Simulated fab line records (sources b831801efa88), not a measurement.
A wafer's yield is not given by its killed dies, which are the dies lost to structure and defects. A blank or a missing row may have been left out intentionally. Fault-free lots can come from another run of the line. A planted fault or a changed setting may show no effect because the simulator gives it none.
Which tool is to blame? ; flow gf180mcu ; 13 lots, 39 wafers sampled, at 6 steps of a route of 602

== WHAT THE GAUGES SHOWED, per wafer ==
GF_HV_LDD_OVL_MEAS_47.
lot;measured;on;HV_LDD_03_OVL (nm)
L450;day 12 11:10;overlay-01;2.8 2.5 1.1
L452;day 12 22:58;overlay-01;2.8 1.2 3.4
L455;day 14 04:55;overlay-02;-1.3 0.7 -1.6
L456;day 14 09:34;overlay-02;1.3 1.8 2.0
L457;day 14 22:19;overlay-01;2.8 2.9 2.5
L458;day 15 07:16;overlay-01;0.8 0.9 -0.9
L466;day 17 20:30;overlay-02;0.1 0.9 -0.1
L467;day 18 02:42;overlay-01;0.0 -0.8 1.0
L468;day 18 10:13;overlay-02;2.1 1.3 1.1
L469;day 18 19:21;overlay-02;0.4 2.6 1.0
L470;day 19 02:02;overlay-02;0.4 3.0 0.7
L471;day 19 13:51;overlay-01;1.8 1.9 2.2
L472;day 19 17:45;overlay-01;0.4 0.6 2.0

GF_HV_LDD_TW_MEAS_50.
lot;measured;on;HV_LDD_4_TW
L450;day 12 11:27;film metro-01;582 582 581
L452;day 12 23:16;film metro-01;582 580 582
L455;day 14 05:12;film metro-02;570 568 569
L456;day 14 09:51;film metro-03;576 580 579
L457;day 14 22:36;film metro-03;575 578 577
L458;day 15 07:33;film metro-01;580 584 580
L466;day 17 20:47;film metro-01;572 568 572
L467;day 18 02:59;film metro-02;568 569 570
L468;day 18 10:31;film metro-03;577 576 579
L469;day 18 19:38;film metro-02;568 566 568
L470;day 19 02:20;film metro-02;568 569 569
L471;day 19 14:08;film metro-01;570 570 572
L472;day 19 18:02;film metro-01;571 573 570

GF_PSD_RS_MEAS_14: measures by four-point-probe.
lot;measured;on;NSD_RS (ohm/sq)
L450;day 14 08:31;film metro-04;46.22 46.29 46.14
L452;day 14 21:11;film metro-03;46.07 46.03 46.12
L455;day 16 03:16;film metro-04;46.19 46.18 46.27
L456;day 16 08:06;film metro-03;46.13 46.00 46.01
L457;day 16 22:11;film metro-03;45.96 45.89 46.03
L458;day 17 08:12;film metro-01;46.00 46.23 46.11
L466;day 19 23:58;film metro-04;42.29 42.36 42.29
L467;day 20 07:17;film metro-01;46.07 46.10 46.08
L468;day 20 15:07;film metro-03;42.51 42.40 42.48
L469;day 21 00:14;film metro-03;46.03 46.08 46.11
L470;day 21 06:41;film metro-03;46.09 46.02 46.11
L471;day 21 18:07;film metro-04;46.10 46.26 46.18
L472;day 21 21:53;film metro-01;46.11 46.19 46.17

GF_PSD_RS_MEAS_15: measures by four-point-probe.
lot;measured;on;PSD_RS (ohm/sq)
L450;day 14 08:38;film metro-04;108.91 109.31 108.92
L452;day 14 21:18;film metro-03;108.28 108.29 108.44
L455;day 16 03:23;film metro-04;108.69 108.98 108.86
L456;day 16 08:13;film metro-03;108.22 107.87 107.95
L457;day 16 22:19;film metro-03;108.13 108.11 108.14
L458;day 17 08:19;film metro-01;108.50 108.66 108.71
L466;day 20 00:05;film metro-04;98.17 98.29 98.14
L467;day 20 07:24;film metro-01;108.70 108.31 108.70
L468;day 20 15:14;film metro-03;98.10 97.70 97.88
L469;day 21 00:21;film metro-03;108.75 108.28 108.46
L470;day 21 06:48;film metro-03;108.11 108.24 108.55
L471;day 21 18:14;film metro-04;108.49 108.29 108.67
L472;day 21 22:01;film metro-01;108.64 108.75 108.83

== WHICH TOOL RAN EACH LOT (tool, then ch and the chambers of the sampled wafers, then the start) ==
lot;GF_HV_LDD_STRIP_49;GF_PSD_RTA_13
L450;plasma asher-03 ch 0,1, day 12 11:21;rtp anneal-01 ch 0, day 14 08:26
L452;plasma asher-01 ch 0,1, day 12 23:09;rtp anneal-01 ch 0, day 14 21:05
L455;plasma asher-03 ch 0,1, day 14 05:06;rtp anneal-02 ch 0, day 16 03:11
L456;plasma asher-02 ch 0,1, day 14 09:45;rtp anneal-01 ch 0, day 16 08:01
L457;plasma asher-03 ch 0,1, day 14 22:30;rtp anneal-01 ch 0, day 16 22:07
L458;plasma asher-03 ch 0,1, day 15 07:27;rtp anneal-02 ch 0, day 17 08:07
L466;plasma asher-03 ch 0,1, day 17 20:41;rtp anneal-01 ch 0, day 19 23:53
L467;plasma asher-01 ch 0,1, day 18 02:54;rtp anneal-02 ch 0, day 20 07:11
L468;plasma asher-01 ch 0,1, day 18 10:24;rtp anneal-01 ch 0, day 20 15:01
L469;plasma asher-03 ch 0,1, day 18 19:32;rtp anneal-02 ch 0, day 21 00:08
L470;plasma asher-03 ch 0,1, day 19 02:13;rtp anneal-02 ch 0, day 21 06:35
L471;plasma asher-03 ch 0,1, day 19 14:02;rtp anneal-02 ch 0, day 21 18:01
L472;plasma asher-02 ch 0,1, day 19 17:56;rtp anneal-02 ch 0, day 21 21:49
- GF_HV_LDD_STRIP_49: strips in O2/N2.
- GF_PSD_RTA_13: time 20 s.

== AS READ BY THE TOOLS THEMSELVES (means over the sampled wafers that have a number; for cases with no such wafer, the mark the record gives instead) ==
GF_HV_LDD_STRIP_49.
lot;tool;drypump motor current A (A);heater power w (W);oes product au (a.u.);strip time to endpoint s (s)
L450;plasma asher-03;6.0;308;0.720;12.60
L452;plasma asher-01;6.1;311;0.715;12.60
L455;plasma asher-03;6.0;310;0.717;12.59
L456;plasma asher-02;5.7;339;0.719;12.61
L457;plasma asher-03;5.9;299;0.714;12.60
L458;plasma asher-03;6.0;306;0.718;12.60
L466;plasma asher-03;6.0;308;0.715;12.62
L467;plasma asher-01;6.5;331;0.718;12.62
L468;plasma asher-01;6.5;334;0.715;12.66
L469;plasma asher-03;6.0;305;0.718;12.61
L470;plasma asher-03;6.0;306;0.717;12.62
L471;plasma asher-03;6.0;304;0.714;12.62
L472;plasma asher-02;5.7;345;0.713;12.56

GF_PSD_RTA_13.
lot;tool;lamp power pct (%);wafer_temp_C_max
L450;rtp anneal-01;34;1032.0
L452;rtp anneal-01;34;1030.4
L455;rtp anneal-02;42;1028.6
L456;rtp anneal-01;34;1032.0
L457;rtp anneal-01;34;1030.0
L458;rtp anneal-02;42;1029.1
L466;rtp anneal-01;37;1056.3
L467;rtp anneal-02;42;1028.4
L468;rtp anneal-01;37;1056.9
L469;rtp anneal-02;42;1030.1
L470;rtp anneal-02;42;1028.5
L471;rtp anneal-02;42;1029.3
L472;rtp anneal-02;42;1029.5

== THE ANSWER, worked out from the rows above alone ==
Rule: the usual values come from the lots themselves. Put in order of their means at a reading, lots are off if they are a third of the lots or fewer, leave a main group of 4 or more, and stand apart from it by a gap of 3 or more times the standard deviation of the main group's means; of several such gaps the widest counts. If all means in a main group match to the digits the tables above print for the reading, that group is not used. A lot without any number at a reading at which 4 lots or more have one is off too. Where the step has rows for the other lots, those lots are counted as sound. Order of review: gauges by route order, followed by the tools' own readings, for which a lot's mean as printed above is used. At the first step where some lot is off, the reading lying furthest off is the one used; lots without a number count as furthest.
Off: L466, L468, seen at GF_PSD_RS_MEAS_14 (NSD_RS). Main group: mean 46.11 ohm/sq, sd 0.074.
A tool fits if, at a process step before that reading, it ran every lot that is off, and no sound lot after the first of them. Not tried: the gauges at GF_PSD_RS_MEAS_14; whatever is off there is also off at GF_PSD_RTA_13, on other tools, and gauge error can't account for it. One fits: GF_PSD_RTA_13 on rtp anneal-01. Its last sound lot is L457 (day 16 22:07), its first lot that is off L466 (day 19 23:53): a fault that began between those two fits.
The tool's own readings at GF_PSD_RTA_13 bear it out: on the lots that are off they differ by more than 5 times the standard deviation of the sound lots' means. wafer_temp_C_max reads 1056.6 there against 1029.8 on the sound lots.

== WHAT HAD BEEN PUT IN BY THE SIMULATOR ==
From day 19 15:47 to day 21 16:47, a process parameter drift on rtp anneal-01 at GF_PSD_RTA_13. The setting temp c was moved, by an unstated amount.
Lots struck among those shown: L466, L468. The rule given above showed the same thing.
